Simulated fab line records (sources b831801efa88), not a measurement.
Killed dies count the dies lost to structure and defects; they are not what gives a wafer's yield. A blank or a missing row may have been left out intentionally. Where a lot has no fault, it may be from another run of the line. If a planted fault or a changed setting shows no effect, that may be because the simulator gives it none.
fab line records	flow sky130
record: lots: 11	wafers: 33	last_day: 49
route steps=708 shown SONOS_TUNNEL@166 POLY_GATE@205 PAD_OPEN@708
lots untouched by any fault: they come from a run of this same line in which no faults occurred
start_h: hours from the record's opening day to when the first of the lot's shown wafers began	wait_h: hours from the lot's prior step to this one	" unchanged from the row above	L1.1+2: a row that stands for several wafers	- value missing, or start not given	* or withheld: withheld	< > ~ a bound
route shown NAME@n: names a module that has steps shown in the file, with the first one's number in the route	usual: average and standard deviation across the fault-free wafers	same: alike in all rows	chamber/n: place in a boat	sites: each site's reading	_std_site: standard deviation of those values	_edge_site: outer sites' mean less inner sites'	radius_mm: for every site, how far away it sits from the centre of the wafer	mask NAME#n: copy n	behind: the last tool/chamber to shape the wafer	hold: why the lot went on hold/how many hours it stayed there/how the hold came to an end	device: names the non-switching transistor (n, p or np)	end of line: tests run on the same wafers once the route is complete	step lacking rows: just its recipe	killed: the dies lost at the first sort to structure and to defects; this is not the yield of the wafer	map: dies across one wafer; x = killed, . = not, _ = none there
set.NAME: the setting as run; set.NAME@STEP: as run at that earlier step	model.NAME: the simulator's own value behind a step, which no gauge read
route steps across a sampled set of lots; one table per step, one row per wafer
services: from which hour (start_h, from the record's first day; less than 0 if before it) a tool's chamber was out of use, for how many hours, and why
== steps ==
step: SKY_SONOS_TUNNEL_TW_MEAS_12
usual: SONOS_TUNNEL_TW: 198.7/1.7
lot.wafer	tool	chamber	start_h	wait_h	SONOS_TUNNEL_TW
L516.1	film_metro-04	-	244.74	0.0	198.2
L516.2	"	-	"	"	197.3
L516.6	"	-	"	"	198.2
L519.3	film_metro-01	-	272.40	0.0	200.5
L519.4	"	-	"	"	201.5
L519.5	"	-	"	"	200.6
L521.1	film_metro-01	-	291.35	0.0	201.8
L521.4	"	-	"	"	201.5
L521.6	"	-	"	"	201.8
L522.1	film_metro-01	-	300.94	0.0	201.2
L522.3	"	-	"	"	202.2
L522.5	"	-	"	"	201.3
L523.1	film_metro-01	-	311.17	0.0	200.8
L523.2	"	-	"	"	201.0
L523.3	"	-	"	"	201.3
L524.1	film_metro-02	-	316.30	0.0	197.5
L524.2	"	-	"	"	197.3
L524.3	"	-	"	"	197.4
L525.1	film_metro-04	-	319.68	0.0	196.2
L525.4	"	-	"	"	198.0
L525.6	"	-	"	"	196.8
L528.3	film_metro-02	-	344.18	0.0	197.0
L528.4	"	-	"	"	197.8
L528.6	"	-	"	"	197.3
L533.1	film_metro-04	-	382.41	0.0	196.5
L533.4	"	-	"	"	196.2
L533.5	"	-	"	"	197.1
L534.1	film_metro-04	-	391.59	0.0	198.2
L534.5	"	-	"	"	198.2
L534.6	"	-	"	"	197.8
L535.2	film_metro-01	-	399.55	0.0	199.9
L535.3	"	-	"	"	199.3
L535.5	"	-	"	"	201.4
step: SKY_POLY_GATE_THK_MEAS_01
recipe: reads: poly-Si_of_POLY_GATE_CVD_00
usual: POLY_GATE_CVD_00_THK: 179.7/1.8
lot.wafer	tool	chamber	start_h	wait_h	POLY_GATE_CVD_00_THK[nm]
L516.1	film_metro-01	-	306.16	0.0	178.4
L516.2	"	-	"	"	178.4
L516.6	"	-	"	"	178.8
L519.3	film_metro-01	-	337.23	0.0	176.5
L519.4	"	-	"	"	177.4
L519.5	"	-	"	"	179.8
L521.1	film_metro-01	-	356.41	0.0	179.4
L521.4	"	-	"	"	179.7
L521.6	"	-	"	"	177.7
L522.1	film_metro-04	-	370.59	0.0	180.1
L522.3	"	-	"	"	180.1
L522.5	"	-	"	"	181.7
L523.1	film_metro-03	-	375.79	0.0	181.3
L523.2	"	-	"	"	183.2
L523.3	"	-	"	"	182.2
L524.1	film_metro-01	-	383.09	0.0	180.2
L524.2	"	-	"	"	180.3
L524.3	"	-	"	"	179.0
L525.1	film_metro-03	-	385.95	0.0	179.3
L525.4	"	-	"	"	179.1
L525.6	"	-	"	"	179.1
L528.3	film_metro-04	-	411.32	0.0	177.5
L528.4	"	-	"	"	177.5
L528.6	"	-	"	"	176.8
L533.1	film_metro-03	-	454.72	0.0	181.7
L533.4	"	-	"	"	180.3
L533.5	"	-	"	"	181.5
L534.1	film_metro-01	-	465.90	0.0	179.9
L534.5	"	-	"	"	179.6
L534.6	"	-	"	"	180.1
L535.2	film_metro-04	-	471.25	0.0	181.9
L535.3	"	-	"	"	180.6
L535.5	"	-	"	"	181.5
step: SKY_POLY_GATE_COAT_08
recipe: resist: KrF-thick	spin_rpm: 3000	resist_thk_nm: 450
usual: spin_speed_rpm: 3000.0/2.2
lot.wafer	tool	chamber	start_h	wait_h	spin_speed_rpm
L516.1	litho_track-04	0	350	-	3001.2
L516.2	"	0	"	"	2999.5
L516.6	"	0	"	"	2998.3
L519.3	litho_track-04	0	379	-	2997.5
L519.4	"	0	"	"	3000.5
L519.5	"	0	380	-	3003.1
L521.1	litho_track-04	0	400	-	3001.4
L521.4	"	0	"	"	3000.3
L521.6	"	0	"	"	2997.3
L522.1	litho_track-03	0	414	-	3001.2
L522.3	"	0	"	"	2996.3
L522.5	"	0	"	"	2998.8
L523.1	litho_track-04	0	420	-	2995.7
L523.2	"	0	"	"	3000.5
L523.3	"	0	"	"	3000.5
L524.1	litho_track-01	0	427	-	2999.7
L524.2	"	0	"	"	2997.7
L524.3	"	0	"	"	3002.6
L525.1	litho_track-01	0	430	-	2998.8
L525.4	"	0	"	"	2999.3
L525.6	"	0	431	-	2997.3
L528.3	litho_track-01	0	458	-	2998.9
L528.4	"	0	"	"	2999.3
L528.6	"	0	"	"	2999.2
L533.1	litho_track-04	0	501	-	3261.1
L533.4	"	0	"	"	3258.7
L533.5	"	0	"	"	3259.5
L534.1	litho_track-04	0	512	-	3260.1
L534.5	"	0	513	-	3261.4
L534.6	"	0	"	"	3260.4
L535.2	litho_track-01	0	517	-	3002.0
L535.3	"	0	"	"	2999.4
L535.5	"	0	"	"	2998.8
step: SKY_POLY_GATE_ETCH_15
recipe: chemistry: N2/H2	target: BARC	ion_energy_ev: 200	source_w: 500	bias_w: 100	pressure_mtorr: 30	n2_flow_sccm: 100	h2_flow_sccm: 200	stop_on: SiO2	time_s: 118.5	target_depth_a: 1100
usual: chamber_pressure_mTorr: 30.000/0.026	drypump_motor_current_A: 5.5/0.41	oes_product_au: 0.717/0.0048	throttle_valve_pct: 13.213/0.0088
lot.wafer	tool	chamber	start_h	wait_h	chamber_pressure_mTorr	drypump_motor_current_A	oes_product_au	rf_hours_counter_h	throttle_valve_pct
L516.1	rie_diel-01	1	364.13	0.0	30.026	5.7	0.714	3	13.204
L516.2	"	0	"	"	30.020	6.2	0.710	49	13.211
L516.6	"	3	"	"	29.995	5.8	0.720	-	13.218
L519.3	rie_diel-04	0	394.85	0.0	30.000	6.0	0.717	17	13.199
L519.4	"	2	"	"	30.014	5.2	0.714	10	13.199
L519.5	"	0	"	"	29.988	6.0	0.717	-	13.225
L521.1	rie_diel-04	1	415.55	0.0	29.994	4.9	0.721	3	13.207
L521.4	"	1	"	"	29.937	4.9	0.722	-	13.205
L521.6	"	0	"	"	30.011	6.0	0.728	-	13.227
L522.1	rie_diel-04	3	429.62	0.0	30.005	5.3	0.724	0	13.205
L522.3	"	0	"	"	29.972	6.0	0.721	18	13.219
L522.5	"	1	"	"	30.002	4.9	0.720	-	13.227
L523.1	rie_diel-04	2	436.32	0.0	30.029	5.2	0.720	11	13.220
L523.2	"	3	"	"	30.018	5.3	0.720	0	13.218
L523.3	"	1	"	"	30.017	4.9	0.715	3	13.217
L524.1	rie_diel-04	1	443.80	0.0	29.962	4.9	0.718	4	13.214
L524.2	"	2	"	"	29.996	5.2	0.722	11	13.204
L524.3	"	3	"	"	30.005	5.3	0.725	0	13.213
L525.1	rie_diel-04	2	446.58	0.0	30.028	5.2	0.719	11	13.211
L525.4	"	1	"	"	29.994	4.9	0.716	4	13.200
L525.6	"	2	"	"	30.014	5.2	0.727	-	13.202
L528.3	rie_diel-01	0	473.65	0.0	29.987	6.2	0.710	51	13.205
L528.4	"	2	"	"	30.000	5.4	0.715	4	13.217
L528.6	"	2	"	"	30.004	5.4	0.729	-	13.216
L533.1	rie_diel-03	0	516.58	0.0	30.016	6.2	0.717	37	13.225
L533.4	"	2	"	"	30.014	5.9	0.716	47	13.218
L533.5	"	0	"	"	29.993	6.2	0.710	-	13.220
L534.1	rie_diel-04	1	528.75	0.0	30.018	4.9	0.719	5	13.210
L534.5	"	3	"	"	30.023	5.3	0.722	-	13.226
L534.6	"	2	"	"	30.065	5.2	0.721	-	13.216
L535.2	rie_diel-04	1	532.27	0.0	29.997	4.9	0.717	5	13.214
L535.3	"	3	"	"	30.002	5.3	0.722	2	13.224
L535.5	"	1	"	"	30.019	4.9	0.717	-	13.225
step: SKY_POLY_GATE_STRIP_18
recipe: chemistry: O2/N2	power_w: 1400	pressure_mtorr: 1500	platen_temp_c: withheld	o2_flow_sccm: 3000	n2_flow_sccm: 300	overash_fraction: 0.5
usual: chamber_pressure_mTorr: 1500.0/1.3	drypump_motor_current_A: 5.4/0.72	oes_product_au: 0.361/0.0046	strip_time_to_endpoint_s: 3.18/0.04
lot.wafer	tool	chamber	start_h	wait_h	chamber_pressure_mTorr	drypump_motor_current_A	oes_product_au	rf_hours_counter_h	strip_time_to_endpoint_s
L516.1	plasma_asher-02	1	364.37	0.0	1499.0	5.1	0.363	56	3.28
L516.2	"	0	"	"	1497.4	4.8	0.359	56	3.23
L516.6	"	0	"	"	1499.8	4.8	0.367	-	3.19
L519.3	plasma_asher-04	1	395.12	0.1	1498.5	4.8	0.362	-	3.14
L519.4	"	0	"	"	1501.2	6.3	0.355	-	3.22
L519.5	"	0	"	"	1501.4	6.3	0.364	-	3.18
L521.1	plasma_asher-04	1	415.78	0.0	1499.7	4.7	0.359	29	3.16
L521.4	"	1	"	"	1500.1	4.7	0.360	-	3.19
L521.6	"	1	"	"	1499.5	4.7	0.360	-	3.16
L522.1	plasma_asher-02	0	429.85	0.0	1500.5	4.8	0.361	63	3.14
L522.3	"	1	"	"	1499.9	5.0	0.361	-	3.19
L522.5	"	0	"	"	1501.1	4.8	0.364	-	3.17
L523.1	plasma_asher-01	0	436.55	0.0	1499.0	5.9	0.361	1	3.21
L523.2	"	1	"	"	1499.5	6.7	0.374	1	3.24
L523.3	"	0	"	"	1499.2	5.9	0.355	-	3.22
L524.1	plasma_asher-01	1	444.03	0.0	1500.5	6.7	0.372	2	3.24
L524.2	"	0	"	"	1499.2	5.9	0.370	2	3.25
L524.3	"	0	"	"	1500.1	5.9	0.359	-	3.20
L525.1	plasma_asher-02	1	446.82	0.0	1501.4	5.1	0.360	65	3.21
L525.4	"	1	"	"	1500.4	5.1	0.365	-	3.18
L525.6	"	1	"	"	1499.1	5.1	0.367	-	3.18
L528.3	plasma_asher-02	1	473.92	0.1	1499.2	5.0	0.368	-	3.26
L528.4	"	0	"	"	1498.7	4.8	0.353	-	3.13
L528.6	"	1	"	"	1500.7	5.0	0.365	-	3.17
L533.1	plasma_asher-04	1	516.82	0.0	1499.8	4.7	0.357	38	2.96
L533.4	"	1	"	"	1500.8	4.7	0.348	-	2.99
L533.5	"	1	"	"	1498.4	4.7	0.357	-	2.97
L534.1	plasma_asher-02	0	528.98	0.0	1497.3	4.8	0.350	73	2.97
L534.5	"	0	"	"	1501.2	4.8	0.356	-	2.98
L534.6	"	1	"	"	1499.2	5.0	0.350	-	2.99
L535.2	plasma_asher-04	1	532.50	0.0	1500.7	4.7	0.360	40	3.19
L535.3	"	1	"	"	1500.3	4.8	0.358	-	3.22
L535.5	"	1	"	"	1500.0	4.7	0.361	-	3.18
step: SKY_PAD_OPEN_PROBE_99
usual: killed_at_M0_to_M3: 42/7	killed_at_M4_up: 2.8/1.8	killed_at_contacts: 24/5.8	killed_at_front_end: 15/4.8	killed_at_other: 0.3/0.56	killed_dies: 84/11	killed_on_rim: 17/4.2	killed_open: 46/7.8	killed_short: 38/6.3
same: gross_dies: 492	killed_at_back_side: 0
lot.wafer	tool	chamber	start_h	wait_h	killed_at_M0_to_M3	killed_at_M4_up	killed_at_contacts	killed_at_front_end	killed_at_other	killed_dies	killed_on_rim	killed_open	killed_short
L516.1	prober-01	-	1074.35	0.1	48	5	23	26	0	102	21	56	46
L516.2	prober-01	-	1074.40	0.1	39	2	18	15	0	74	11	39	34
L516.6	prober-01	-	1074.60	0.2	36	3	15	11	0	65	16	38	27
L519.3	prober-02	-	1096.45	0.2	39	2	30	13	1	85	18	45	40
L519.4	prober-02	-	1096.50	0.2	36	2	24	16	0	78	18	36	42
L519.5	prober-02	-	1096.55	0.2	47	5	26	10	1	89	19	42	47
L521.1	prober-02	-	1110.56	0.1	51	4	22	17	0	94	18	46	47
L521.4	prober-02	-	1110.71	0.2	35	0	22	31	0	88	15	46	39
L521.6	prober-02	-	1110.81	0.2	59	1	23	16	1	100	14	57	42
L522.1	prober-01	-	1119.39	0.1	33	1	20	14	0	68	12	36	32
L522.3	prober-01	-	1119.49	0.2	41	2	30	7	0	80	18	45	35
L522.5	prober-01	-	1119.59	0.2	35	2	31	13	0	81	17	45	36
L523.1	prober-02	-	1122.90	0.1	56	1	22	15	0	94	15	57	37
L523.2	prober-02	-	1122.95	0.1	34	4	25	18	0	81	15	53	28
L523.3	prober-02	-	1123.00	0.2	35	2	32	12	0	81	11	42	39
L524.1	prober-01	-	1127.05	0.1	44	2	18	14	1	79	12	48	30
L524.2	prober-01	-	1127.10	0.1	47	1	22	6	1	77	16	43	33
L524.3	prober-01	-	1127.15	0.2	54	3	23	18	2	100	13	60	39
L525.1	prober-02	-	1129.69	0.1	50	4	11	13	0	78	19	53	25
L525.4	prober-02	-	1129.84	0.2	57	3	33	8	0	101	20	53	48
L525.6	prober-02	-	1129.94	0.2	34	3	30	15	1	83	19	43	40
L528.3	prober-01	-	1148.66	0.2	44	5	12	19	1	81	19	44	37
L528.4	prober-01	-	1148.71	0.2	45	2	28	14	1	90	22	51	39
L528.6	prober-01	-	1148.81	0.2	46	2	11	17	0	76	11	37	39
L533.1	prober-02	-	1170.94	0.1	28	3	27	15	1	74	15	35	39
L533.4	prober-02	-	1171.09	0.2	41	3	22	15	0	81	15	50	31
L533.5	prober-02	-	1171.14	0.2	36	1	26	13	0	76	17	37	39
L534.1	prober-01	-	1177.52	0.1	47	5	31	16	0	99	24	59	40
L534.5	prober-01	-	1177.72	0.2	29	3	28	10	0	70	15	43	27
L534.6	prober-01	-	1177.77	0.2	35	2	24	15	0	76	13	46	29
L535.2	prober-02	-	1182.40	0.1	45	0	26	27	0	98	23	61	37
L535.3	prober-02	-	1182.45	0.2	38	2	29	21	0	90	19	53	37
L535.5	prober-02	-	1182.55	0.2	41	1	25	20	0	87	20	53	34
killed by level:class
L516.1 VIA1:geometric_particle:open=14 FIELD_ISO:geometric_particle:open=12 VIA3:geometric_particle:open=7 CONTACT:geometric_particle:short=6 CONTACT:geometric_particle:open=6 FIELD_ISO:geometric_particle:short=5 VIA3:geometric_particle:short=4 LI_CONTACT:geometric_particle:short=4
L516.2 VIA1:geometric_particle:open=12 METAL2:geometric_particle:short=7 VIA3:geometric_particle:open=7 LI_CONTACT:geometric_particle:open=6 FIELD_ISO:geometric_particle:short=4 METAL1:geometric_particle:short=4 FIELD_ISO:geometric_particle:open=3 LOCAL_INTERCONNECT:geometric_particle:short=3
L516.6 VIA1:geometric_particle:open=8 CONTACT:geometric_particle:open=7 VIA3:geometric_particle:open=7 METAL1:geometric_particle:short=5 VIA2:geometric_particle:open=5 FIELD_ISO:geometric_particle:open=4 LI_CONTACT:geometric_particle:open=4 METAL2:geometric_particle:short=4
L519.3 VIA3:geometric_particle:open=8 LOCAL_INTERCONNECT:geometric_particle:short=7 VIA1:geometric_particle:open=7 VIA2:geometric_particle:open=7 LI_CONTACT:geometric_particle:open=6 CONTACT:geometric_particle:open=6 FIELD_ISO:geometric_particle:short=5 FIELD_ISO:geometric_particle:open=5
L519.4 CONTACT:geometric_particle:open=8 VIA1:geometric_particle:open=6 FIELD_ISO:geometric_particle:short=5 LI_CONTACT:geometric_particle:open=5 CONTACT:geometric_particle:short=5 METAL1:geometric_particle:short=5 VIA3:geometric_particle:short=5 VIA3:geometric_particle:open=4
L519.5 VIA3:geometric_particle:open=12 CONTACT:geometric_particle:short=8 LI_CONTACT:geometric_particle:open=7 CONTACT:geometric_particle:open=6 VIA1:geometric_particle:short=6 METAL1:geometric_particle:short=5 VIA2:geometric_particle:open=5 METAL4:geometric_particle:short=5
L521.1 LI_CONTACT:geometric_particle:open=11 VIA2:geometric_particle:open=10 METAL2:geometric_particle:short=9 METAL1:geometric_particle:short=9 VIA3:geometric_particle:open=6 VIA1:geometric_particle:open=6 CONTACT:geometric_particle:open=4 LOCAL_INTERCONNECT:geometric_particle:short=4
L521.4 FIELD_ISO:geometric_particle:short=11 LI_CONTACT:geometric_particle:open=9 CONTACT:geometric_particle:open=9 FIELD_ISO:geometric_particle:open=8 VIA1:geometric_particle:open=5 POLY_GATE:geometric_particle:short=5 VIA2:geometric_particle:open=5 METAL1:geometric_particle:short=4
L521.6 VIA1:geometric_particle:open=14 VIA3:geometric_particle:open=12 VIA2:geometric_particle:open=8 CONTACT:geometric_particle:open=7 METAL1:geometric_particle:short=6 VIA3:geometric_particle:short=6 LI_CONTACT:geometric_particle:open=6 FIELD_ISO:geometric_particle:short=4
L522.1 VIA1:geometric_particle:open=9 POLY_GATE:geometric_particle:open=6 METAL2:geometric_particle:short=6 LI_CONTACT:geometric_particle:open=5 CONTACT:geometric_particle:open=5 FIELD_ISO:geometric_particle:short=4 CONTACT:geometric_particle:short=4 VIA3:geometric_particle:open=4
L522.3 VIA1:geometric_particle:open=18 CONTACT:geometric_particle:open=9 LI_CONTACT:geometric_particle:open=7 CONTACT:geometric_particle:short=7 LOCAL_INTERCONNECT:geometric_particle:short=5 METAL2:geometric_particle:short=5 METAL1:geometric_particle:short=4 VIA1:geometric_particle:short=4
L522.5 CONTACT:geometric_particle:open=10 LI_CONTACT:geometric_particle:open=10 METAL1:geometric_particle:short=9 VIA1:geometric_particle:open=9 LI_CONTACT:geometric_particle:short=6 POLY_GATE:geometric_particle:open=5 FIELD_ISO:geometric_particle:short=4 CONTACT:geometric_particle:short=4
L523.1 VIA1:geometric_particle:open=17 VIA2:geometric_particle:open=9 CONTACT:geometric_particle:open=7 LI_CONTACT:geometric_particle:open=6 METAL1:geometric_particle:short=6 VIA3:geometric_particle:open=6 CONTACT:geometric_particle:short=5 METAL3:geometric_particle:short=5
L523.2 VIA1:geometric_particle:open=11 VIA2:geometric_particle:open=10 CONTACT:geometric_particle:open=9 LI_CONTACT:geometric_particle:open=8 CONTACT:geometric_particle:short=6 FIELD_ISO:geometric_particle:open=5 FIELD_ISO:geometric_particle:short=3 SONOS_ONO:geometric_particle:short=3
L523.3 CONTACT:geometric_particle:open=12 VIA1:geometric_particle:open=9 VIA2:geometric_particle:open=8 LI_CONTACT:geometric_particle:short=6 VIA1:geometric_particle:short=6 LI_CONTACT:geometric_particle:open=5 LOCAL_INTERCONNECT:geometric_particle:short=5 POLY_GATE:geometric_particle:open=3
L524.1 VIA1:geometric_particle:open=14 LI_CONTACT:geometric_particle:open=6 VIA2:geometric_particle:open=6 VIA3:geometric_particle:open=6 CONTACT:geometric_particle:open=5 METAL2:geometric_particle:short=5 FIELD_ISO:geometric_particle:open=4 VIA1:geometric_particle:short=4
L524.2 VIA1:geometric_particle:open=11 VIA3:geometric_particle:open=9 LI_CONTACT:geometric_particle:open=7 CONTACT:geometric_particle:open=6 METAL2:geometric_particle:short=6 LI_CONTACT:geometric_particle:short=5 VIA1:geometric_particle:short=5 VIA2:geometric_particle:open=5
L524.3 VIA1:geometric_particle:open=14 CONTACT:geometric_particle:open=11 VIA3:geometric_particle:open=9 METAL1:geometric_particle:short=7 VIA1:geometric_particle:short=7 LI_CONTACT:geometric_particle:open=6 FIELD_ISO:geometric_particle:open=5 VIA2:geometric_particle:open=5
L525.1 VIA1:geometric_particle:open=17 VIA3:geometric_particle:open=7 VIA2:geometric_particle:open=6 METAL2:geometric_particle:short=5 CONTACT:geometric_particle:open=5 FIELD_ISO:geometric_particle:open=4 LI_CONTACT:geometric_particle:open=4 METAL1:geometric_particle:short=4
L525.4 VIA3:geometric_particle:open=11 CONTACT:geometric_particle:open=9 LI_CONTACT:geometric_particle:open=9 VIA1:geometric_particle:open=9 VIA1:geometric_particle:short=8 VIA2:geometric_particle:open=7 LOCAL_INTERCONNECT:geometric_particle:short=6 METAL1:geometric_particle:short=6
L525.6 CONTACT:geometric_particle:open=11 LI_CONTACT:geometric_particle:open=8 VIA3:geometric_particle:open=8 METAL2:geometric_particle:short=7 VIA1:geometric_particle:open=5 POLY_GATE:geometric_particle:short=4 SPACER:geometric_particle:short=4 VIA1:geometric_particle:short=4
L528.3 VIA1:geometric_particle:open=8 VIA2:geometric_particle:open=7 FIELD_ISO:geometric_particle:open=6 CONTACT:geometric_particle:open=6 METAL2:geometric_particle:short=6 VIA2:geometric_particle:short=5 METAL1:geometric_particle:short=4 METAL2:geometric_particle:open=4
L528.4 VIA1:geometric_particle:open=12 CONTACT:geometric_particle:open=9 VIA2:geometric_particle:open=7 VIA3:geometric_particle:open=7 CONTACT:geometric_particle:short=6 VIA1:geometric_particle:short=6 LOCAL_INTERCONNECT:geometric_particle:short=5 FIELD_ISO:geometric_particle:open=4
L528.6 METAL2:geometric_particle:short=8 VIA1:geometric_particle:short=7 METAL1:geometric_particle:short=6 VIA1:geometric_particle:open=6 VIA2:geometric_particle:open=5 VIA3:geometric_particle:open=5 FIELD_ISO:geometric_particle:open=4 FIELD_ISO:geometric_particle:short=4
L533.1 CONTACT:geometric_particle:open=10 LOCAL_INTERCONNECT:geometric_particle:short=6 LI_CONTACT:geometric_particle:open=5 VIA1:geometric_particle:open=5 METAL1:geometric_particle:short=4 VIA1:geometric_particle:short=4 VIA2:geometric_particle:open=4 VIA3:geometric_particle:short=4
L533.4 CONTACT:geometric_particle:open=11 VIA1:geometric_particle:open=10 VIA1:geometric_particle:short=7 VIA3:geometric_particle:open=7 VIA2:geometric_particle:open=7 LI_CONTACT:geometric_particle:open=6 POLY_GATE:geometric_particle:open=5 METAL1:geometric_particle:short=4
L533.5 VIA1:geometric_particle:open=12 CONTACT:geometric_particle:short=8 LI_CONTACT:geometric_particle:open=7 CONTACT:geometric_particle:open=5 VIA3:geometric_particle:open=5 LI_CONTACT:geometric_particle:short=4 VIA2:geometric_particle:short=4 VIA3:geometric_particle:short=4
L534.1 VIA1:geometric_particle:open=14 LI_CONTACT:geometric_particle:open=10 VIA2:geometric_particle:open=10 CONTACT:geometric_particle:short=7 CONTACT:geometric_particle:open=6 VIA3:geometric_particle:open=6 FIELD_ISO:geometric_particle:open=4 POLY_GATE:geometric_particle:open=4
L534.5 LI_CONTACT:geometric_particle:open=9 CONTACT:geometric_particle:open=9 VIA1:geometric_particle:open=7 VIA3:geometric_particle:open=5 LOCAL_INTERCONNECT:geometric_particle:short=5 METAL2:geometric_particle:short=4 POLY_GATE:geometric_particle:open=3 LI_CONTACT:geometric_particle:short=3
L534.6 VIA1:geometric_particle:open=13 VIA2:geometric_particle:open=11 LI_CONTACT:geometric_particle:open=7 CONTACT:geometric_particle:open=6 CONTACT:geometric_particle:short=5 FIELD_ISO:geometric_particle:open=4 POLY_GATE:geometric_particle:short=4 LOCAL_INTERCONNECT:geometric_particle:short=4
L535.2 LI_CONTACT:geometric_particle:open=10 POLY_GATE:geometric_particle:open=8 CONTACT:geometric_particle:open=8 POLY_GATE:geometric_particle:short=7 VIA1:geometric_particle:open=7 VIA2:geometric_particle:open=7 FIELD_ISO:geometric_particle:open=6 CONTACT:geometric_particle:short=5
L535.3 CONTACT:geometric_particle:open=13 VIA1:geometric_particle:open=13 CONTACT:geometric_particle:short=7 FIELD_ISO:geometric_particle:short=6 LI_CONTACT:geometric_particle:open=6 VIA3:geometric_particle:open=6 VIA1:geometric_particle:short=5 VIA2:geometric_particle:short=5
L535.5 VIA3:geometric_particle:open=9 CONTACT:geometric_particle:open=8 LI_CONTACT:geometric_particle:open=7 VIA1:geometric_particle:open=7 POLY_GATE:geometric_particle:open=6 VIA2:geometric_particle:open=6 FIELD_ISO:geometric_particle:open=5 FIELD_ISO:geometric_particle:short=5
== services ==
tool	chamber	start_h	hours	kind
rie_diel-03	3	327.20	14.4	repair
plasma_asher-01	-	368.29	1.4	repair
rie_diel-04	3	391.36	2.5	repair
rie_diel-04	0	400.11	4.3	repair
rie_diel-04	3	405.81	-	clean
rie_diel-04	3	405.81	13.6	scheduled_down
rie_diel-04	3	405.81	13.6	vent_cycle
plasma_asher-01	-	406.05	2.1	repair
rie_diel-03	3	412.31	2.5	repair
plasma_asher-01	-	421.25	9.0	pm
plasma_asher-01	0	421.25	9.0	vent_cycle
plasma_asher-01	1	421.25	9.0	vent_cycle
rie_diel-03	3	434.26	3.8	repair
plasma_asher-04	-	443.65	4.9	repair
rie_diel-03	1	445.69	9.5	repair
plasma_asher-04	-	479.68	7.1	repair
rie_diel-03	1	484.24	2.5	repair
rie_diel-04	-	485.44	0.7	repair
rie_diel-04	1	489.31	9.3	repair
rie_diel-01	3	507.33	7.3	repair
rie_diel-04	-	511.24	4.3	pm
plasma_asher-02	-	517.88	1.7	repair
rie_diel-04	-	523.70	1.0	repair
rie_diel-04	0	528.08	8.5	repair
== key ==
first_sign: step: SKY_POLY_GATE_COAT_08	reading: spin_speed_rpm	direction: up	sigmas: 99+	usual: 3000.0	struck: 3260.2
effect: step: SKY_POLY_GATE_STRIP_18	reading: strip_time_to_endpoint_s	direction: down	sigmas: 5.1	usual: *	struck: *
met_at SKY_POLY_GATE_COAT_08
struck_lots L533,L534
tester_left_out L533,L534
not_acting_at SKY_SONOS_TUNNEL_TW_MEAS_12,SKY_POLY_GATE_THK_MEAS_01,SKY_POLY_GATE_ETCH_15
onset_between 420 501
fault: kind: process_parameter_drift	tool: litho_track-04	chamber: -	onset_h: 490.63	steps: SKY_POLY_GATE_COAT_08	channel: spin_rpm	offset: 259.02	shape: step	end_h: 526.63	acts_in: these_recipes_only	stated: 3000
tester_left_out: of these lots the tester's yield and bins aren't shown, on N5 and GAA mostly nor the transistor test; their killed dies are dies lost to structure and defects alone, not to doping, threshold or leakage, so they don't give the yield
